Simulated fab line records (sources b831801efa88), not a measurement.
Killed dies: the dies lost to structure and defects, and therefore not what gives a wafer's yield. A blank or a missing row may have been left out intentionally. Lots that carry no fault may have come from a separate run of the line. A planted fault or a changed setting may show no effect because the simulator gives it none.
2 desks, one fault / flow sfq_line / each desk has only its own numbers; what lay behind them comes last

## AT THE TOOL OWNER'S DESK: litho_track-01
The tool's own readings at SFQ_TRILAYER_C5_LITHO_PEB_154 (peb time 60 s): means of the sampled wafers that have a number, for each lot that ran on this tool. Marked OUT: a lot whose mean sits more than 4 standard deviations from the usual mean, which makes it out of limits; the brackets give that distance.
Columns: A = plate_temp_C at SFQ_TRILAYER_C5_LITHO_PEB_154, usual 115.00 C
lot=L869; first seen here=day 58 22:28; A=114.84
lot=L877; first seen here=day 69 09:27; A=115.10
lot=L886; first seen here=day 71 20:03; A=115.21
lot=L888; first seen here=day 72 02:03; A=115.21
Finding of this desk: none of the 4 lots has anything out of limits.

## THE METROLOGY DESK
What the gauges read for every lot (on any tool): the sampled wafers with a number, averaged. Marked OUT: a lot whose mean sits more than 4 standard deviations from the usual mean, which makes it out of limits; the brackets give that distance.
Columns: A = I5_OVL at SFQ_I5_OVL_MEAS_936, usual 1 nm; B = C5_OVL at SFQ_C5_OVL_MEAS_937, usual -2 nm
lot=L869; first seen here=day 58 17:58; A=6; B=-7
lot=L877; first seen here=day 68 12:36; A=2; B=4
lot=L878; first seen here=day 68 15:00; A=-7; B=-11
lot=L886; first seen here=day 71 00:09; A=-5; B=-2
lot=L888; first seen here=day 71 09:33; A=-2; B=-2
lot=L890; first seen here=day 71 15:34; A=12; B=4
Finding of this desk: none of the 6 lots has anything out of limits.

## ALL TOGETHER
The desk of the tool owner found nothing out of limits.
The metrology desk saw nothing out of limits.

## WHAT WAS PUT IN BY THE SIMULATOR
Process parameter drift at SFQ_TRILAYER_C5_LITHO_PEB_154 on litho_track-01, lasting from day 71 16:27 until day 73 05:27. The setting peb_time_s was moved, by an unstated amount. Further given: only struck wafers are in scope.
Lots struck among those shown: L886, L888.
